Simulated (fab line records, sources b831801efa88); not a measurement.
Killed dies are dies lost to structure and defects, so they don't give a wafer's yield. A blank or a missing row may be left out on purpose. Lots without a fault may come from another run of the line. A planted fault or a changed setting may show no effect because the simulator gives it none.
One fault seen from 2 desks | flow sky130 | each desk has only its own numbers; what lay behind them comes last

THE METROLOGY DESK
What the gauges read, lot by lot, whatever tool the lot ran on: means of the sampled wafers that have a number. A lot is out of limits, marked OUT, if its mean lies more than 4 standard deviations from the usual mean; the brackets give that distance.
Columns: A = SONOS_ONO_OXIDATION_THK at SKY_SONOS_ONO_THK_MEAS_01, usual 2.62 nm; B = GATE_OXIDE_TW at SKY_GATE_OXIDE_TW_MEAS_14, usual 223.1
lot  | first seen here | A    | B
L710 | day 11 17:41    | 2.55 | 222.0
L711 | day 12 03:23    | 2.62 | 222.4
L714 | day 13 03:13    | 2.66 | 220.3
L716 | day 14 01:29    | 2.68 | 225.2
L717 | day 14 08:30    | 2.59 | 224.5
L719 | day 15 00:04    | 2.55 | 221.9
L721 | day 15 08:37    | 2.56 | 223.4
L722 | day 15 22:44    | 2.67 | 226.3
L723 | day 16 01:20    | 2.56 | 222.5
L728 | day 17 18:21    | 2.67 | 222.2
L730 | day 18 23:38    | 2.60 | 223.6
L731 | day 19 08:56    | 2.64 | 223.4
This desk's finding: nothing out of limits on any of the 12 lots.

THE TOOL OWNER'S DESK: rie_diel-03
The tool's own readings at SKY_SONOS_ONO_ETCH_15 (etches the open film in CHF3/O2, target depth 19.52 nm, time 7.8 s): means of the sampled wafers that have a number, for each lot that ran on this tool. A lot is out of limits, marked OUT, if its mean lies more than 4 standard deviations from the usual mean; the brackets give that distance.
Columns: A = drypump_motor_current_A at SKY_SONOS_ONO_ETCH_15, usual 5.7 A; B = oes_product_au at SKY_SONOS_ONO_ETCH_15, usual 0.998 a.u.; C = throttle_valve_pct at SKY_SONOS_ONO_ETCH_15, usual 8.825 %
lot  | first seen here | A   | B               | C
L710 | day 12 23:08    | 5.9 | 1.005           | 8.816
L714 | day 14 06:47    | 5.5 | 1.004           | 8.826
L721 | day 16 14:32    | 5.5 | 1.005           | 8.831
L728 | day 19 02:11    | 5.8 | 1.211 (+22) OUT | 8.878 (+5.6) OUT
L730 | day 20 07:57    | 5.5 | 1.206 (+21) OUT | 8.864 (+4.2) OUT
L731 | day 20 18:23    | 5.8 | 1.234 (+24) OUT | 8.875 (+5.3) OUT
This desk's finding: out of limits on L728, L730, L731; first on L728, day 19 02:11 (oes_product_au at SKY_SONOS_ONO_ETCH_15). In limits: L710, L714, L721.

PUT TOGETHER
The tool owner's desk could have raised an alarm at day 19 02:11, on L728, L730, L731.
The metrology desk saw nothing out of limits.
The metrology desk has L728, L730, L731 on record, within its limits.
Of the lots named, all ran SKY_SONOS_ONO_ETCH_15 on rie_diel-03.

WHAT THE SIMULATOR HAD PUT IN
Process parameter drift: rie_diel-03, from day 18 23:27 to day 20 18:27, at SKY_SONOS_ONO_ETCH_15. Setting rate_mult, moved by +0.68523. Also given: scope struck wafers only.
Lots struck among those shown: L728, L730, L731.
Hours from the fault's start to each desk's first reading out of limits: the tool owner's desk, 3.
